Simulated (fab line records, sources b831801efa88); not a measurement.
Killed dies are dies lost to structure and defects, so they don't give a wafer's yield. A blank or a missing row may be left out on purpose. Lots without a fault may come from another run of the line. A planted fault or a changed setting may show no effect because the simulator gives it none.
A struck lot beside a sound one | flow sky130 | 15 steps out of a route of 708
Sound: wafers L213.1, L213.4, L213.6. Struck: wafer L216.4. (L216.1, L216.6 of the same lot were not struck and are left out.) The cause comes at the end.
At each step with rows: each side's tool, then ch and its chambers, then its first start. Under that, the readings that differ: sound wafers | struck wafers | difference of the means | sigmas: that difference in standard deviations of wafers without a fault.
alike: readings whose means differ by less than 2 such deviations, and words and numbers that are the same on both sides. not compared: withheld readings, readings that some wafer has no value for, bounds like >300 that may hide the same value, and numbers for which the record gives no deviation and whose values overlap.
The two part at a step that has a row with sigmas, a row that says differs or no value, or rows on one side only. Numbers that don't overlap but have no deviation are shown without sigmas and don't part them. A reading that every wafer of one side lacks parts them only if that side has two wafers or more.

SKY_VIA2_BOW_MEAS_03:
  sound on film_metro-04, day 37 02:41; struck on film_metro-02, day 38 14:42
  alike: VIA2_BOW
then, 8 steps without rows for these wafers: SKY_VIA2_DEHYDRATE_04 (time 60 s); SKY_VIA2_HMDS_05 (prime time 60 s); SKY_VIA2_COAT_06 (resist thk 60 nm); SKY_VIA2_COAT_07 (resist thk 450 nm); SKY_VIA2_SOFTBAKE_08 (time 90 s); SKY_VIA2_EXPOSE_09 (exposes mask VIM2, target cd 200 nm); SKY_VIA2_PEB_10; SKY_VIA2_DEVELOP_11 (develop time 60 s).
SKY_VIA2_CD_MEAS_12: target cd 200 nm.
  sound on cd_sem-01, day 38 04:50; struck on cd_sem-02, day 39 15:53
  alike: cd_nm
SKY_VIA2_OVL_MEAS_13:
  sound on overlay-02, day 38 04:57; struck on overlay-02, day 39 16:00
  alike: VIA2_OVL
SKY_VIA2_ETCH_14: etches BARC in N2/H2, stops on SiO2, time 45.9 s, target depth 60 nm.
  sound on rie_diel-01 ch 1,2, day 38 04:59; struck on rie_diel-01 ch 3, day 39 16:02
  alike: bias_w, drypump_motor_current_A, oes_product_au, throttle_valve_pct
  not compared: rf_hours_counter_h
SKY_VIA2_ETCH_15: etches SiO2 in C4F8/O2/Ar, stops on TiN, target depth 546 nm, time 84 s.
  sound on rie_diel-01 ch 1,2, day 38 05:02; struck on rie_diel-01 ch 3, day 39 16:04
  reading               | sound             | struck | difference | sigmas
  bias_w (W)            | 1201 1201 1205    | 1087   | -115       | -36
  oes_product_au (a.u.) | 0.939 0.936 0.938 | 0.949  | +0.011     | +2
  not compared: rf_hours_counter_h
SKY_VIA2_STRIP_16: strips in O2/N2.
  sound on plasma_asher-04 ch 0,1, day 38 05:05; struck on plasma_asher-02 ch 1, day 39 16:08
  alike: drypump_motor_current_A, o2_flow_sccm, oes_product_au, strip_time_to_endpoint_s
  not compared: rf_hours_counter_h
-- the record jumps here: 9 days lie between the struck wafers' starts before and after (it left off in module VIA2 and takes up again in module PAD_OPEN, whose first step shown is number 708 of the route) --
SKY_PAD_OPEN_PROBE_99:
  sound on prober-02, day 47 05:49; struck on prober-02, day 48 11:12
  reading             | sound    | struck | difference | sigmas
  killed_at_front_end | 11 15 12 | 23     | +10        | +3
  killed_at_other     | 1 0 0    | 3      | +3         | +4
  killed_open         | 37 44 38 | 55     | +15        | +2
  alike: defect_limited_yield, killed_at_M0_to_M3, killed_at_M4_up, killed_at_contacts, killed_dies, killed_short

WHERE THEY PART
First at SKY_VIA2_ETCH_15; last, within this record, at SKY_PAD_OPEN_PROBE_99.

WHY: what the simulator had put in
Process parameter drift: rie_diel-01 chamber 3, from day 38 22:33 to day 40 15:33, at SKY_VIA2_ETCH_15. Setting bias_w, moved by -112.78, from 1200. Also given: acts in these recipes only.
